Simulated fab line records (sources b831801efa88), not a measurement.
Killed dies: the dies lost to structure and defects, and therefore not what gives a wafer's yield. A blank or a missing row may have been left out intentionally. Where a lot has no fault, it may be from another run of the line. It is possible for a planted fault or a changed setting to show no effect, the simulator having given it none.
Struck lot and sound lot, side by side / flow sfqLine / 19 steps out of a route of 325
Sound: the wafers L454.3, L454.4, L454.5. The struck wafers were L445.1, L445.2, L445.5. The cause is given at the end.
At each step with rows: each side's tool, then ch and its chambers, then its first start. Under that, the readings that differ: sound wafers / struck wafers / difference of the means / sigmas: that difference in standard deviations of wafers without a fault.
alike: readings with means less than 2 such deviations apart, plus words and numbers identical on both sides. not compared: withheld readings, readings lacking a value on some wafer, bounds such as >300 that could conceal the same value, and numbers that have no deviation in the record and whose values overlap.
The two part at a step that has a row with sigmas, a row that says differs or no value, or rows on one side only. Numbers that have no deviation but don't overlap get no sigmas and don't part them. A reading missing from all wafers of one side parts the sides only when that side holds two or more wafers.

first, 1 step without rows for these wafers: SFQ_TRILAYER_M5_STRIP_SOLV_CLEAN_128 (cleans in NMP, time 600 s).
SFQ_TRILAYER_A5B_DEP_PECVD_129: deposits SiO2 from SiH4/N2O, time 133.33 s, target thk 600 nm.
  sound on pecvd-02 ch 1,2, day 75 07:25; struck on pecvd-02 ch 1,2, day 72 22:52
  alike: heaterPowerW, rfFwdPowerW, throttleValvePct
SFQ_TRILAYER_A5B_CMP_CMP_130: polishes, stops on Nb, target thk 340.7 nm.
  sound on cmp-01 ch 1,2, day 75 07:31; struck on cmp-01 ch 0,1,3, day 73 00:54
  alike: motorCurrentA, retainingRingPressureFrac
then, 2 steps without rows for these wafers: SFQ_TRILAYER_A5B_METRO_MEASURE_131; SFQ_TRILAYER_R5_DEP_SPUTTER_132 (material Ti, target thk 5 nm, time 5 s).
SFQ_TRILAYER_R5_DEP_SPUTTER_133: material MoNx, target thk 40 nm, time 66.7 s.
  struck on pvdSputter-06, day 73 05:07; sound on pvdSputter-05, day 75 11:44
  alike: throttleValvePct
SFQ_TRILAYER_R5_DEP_SPUTTER_134: material Ti, target thk 5 nm, time 5 s.
  struck on pvdSputter-06, day 73 05:11; sound on pvdSputter-05, day 75 11:47
  alike: throttleValvePct
SFQ_R5_RS_MEAS_933: uses a four-point probe to measure.
  struck on filmMetro-04, day 73 05:11; sound on filmMetro-04, day 75 11:50
  alike: R5_MONX_RS
SFQ_R5_THK_MEAS_934: measures by xrf.
  struck on filmMetro-04, day 73 05:19; sound on filmMetro-04, day 75 11:56
  alike: R5_MONX_THK
then, 3 steps without rows for these wafers: SFQ_TRILAYER_R5_LITHO_COAT_141 (resist thk 62 nm); SFQ_TRILAYER_R5_LITHO_COAT_136 (resist thk 600 nm); SFQ_TRILAYER_R5_LITHO_SOFTBAKE_140.
SFQ_TRILAYER_R5_LITHO_EXPOSE_137: exposes mask R5, target cd 500 nm.
  sound on krfScanner-01 ch 0, day 75 14:54; struck on krfScanner-02 ch 0, day 73 07:17
reading=exposureDoseMJCm2; sound=14.420 14.441 14.407; struck=13.497 13.490 13.512; difference=-0.923; sigmas=-62
  alike: mask
then, 2 steps without rows for these wafers: SFQ_TRILAYER_R5_LITHO_PEB_139 (peb time 60 s); SFQ_TRILAYER_R5_LITHO_DEVELOP_138 (time 60 s).
SFQ_R5_OVL_MEAS_935:
  struck on overlay-01, day 73 08:47; sound on overlay-02, day 75 16:01
  alike: R5_OVL
SFQ_TRILAYER_R5_BARC_OPEN_METAL_ETCH_177: etches BARC in O2, target depth 125 nm, time 41.7 s.
  sound on rieMetal-02 ch 0,1, day 75 16:04; struck on rieMetal-02 ch 0,1, day 73 08:49
reading=model.R5.cdNm (nm); sound=500 499.4 499.4; struck=510.1 511 511.2; difference=+11.2; sigmas=
  alike: drypumpMotorCurrentA, oesProductAu, rfFwdPowerW
  not compared: rfHoursCounterH
SFQ_TRILAYER_R5_ETCH_METAL_ETCH_139: etches the open film in Cl2, stops on SiO2, target depth 60 nm, time 40 s.
  sound on rieMetal-02 ch 0,1, day 75 16:07; struck on rieMetal-02 ch 0,1, day 73 08:53
reading=model.R5.cdNm (nm); sound=500.2 499.2 499.7; struck=510.3 511 511; difference=+11.1; sigmas=
  alike: drypumpMotorCurrentA, oesProductAu, rfFwdPowerW
  not compared: rfHoursCounterH
SFQ_TRILAYER_R5_STRIP_STRIP_140: strips in O2.
  sound on rieMetal-02 ch 0,1, day 75 16:22; struck on rieMetal-02 ch 0,1, day 73 08:56
  alike: drypumpMotorCurrentA, oesProductAu, platenTempC
  not compared: rfHoursCounterH

WHERE THEY PART
Only at SFQ_TRILAYER_R5_LITHO_EXPOSE_137, within this record. Later steps at which nothing parts them and some readings are alike: SFQ_R5_OVL_MEAS_935, SFQ_TRILAYER_R5_BARC_OPEN_METAL_ETCH_177, SFQ_TRILAYER_R5_ETCH_METAL_ETCH_139, SFQ_TRILAYER_R5_STRIP_STRIP_140.

WHY: whatever the simulator had introduced
Process parameter drift: krfScanner-02, from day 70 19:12 on, at SFQ_TRILAYER_R5_LITHO_EXPOSE_137. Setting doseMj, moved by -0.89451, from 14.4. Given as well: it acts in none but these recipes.
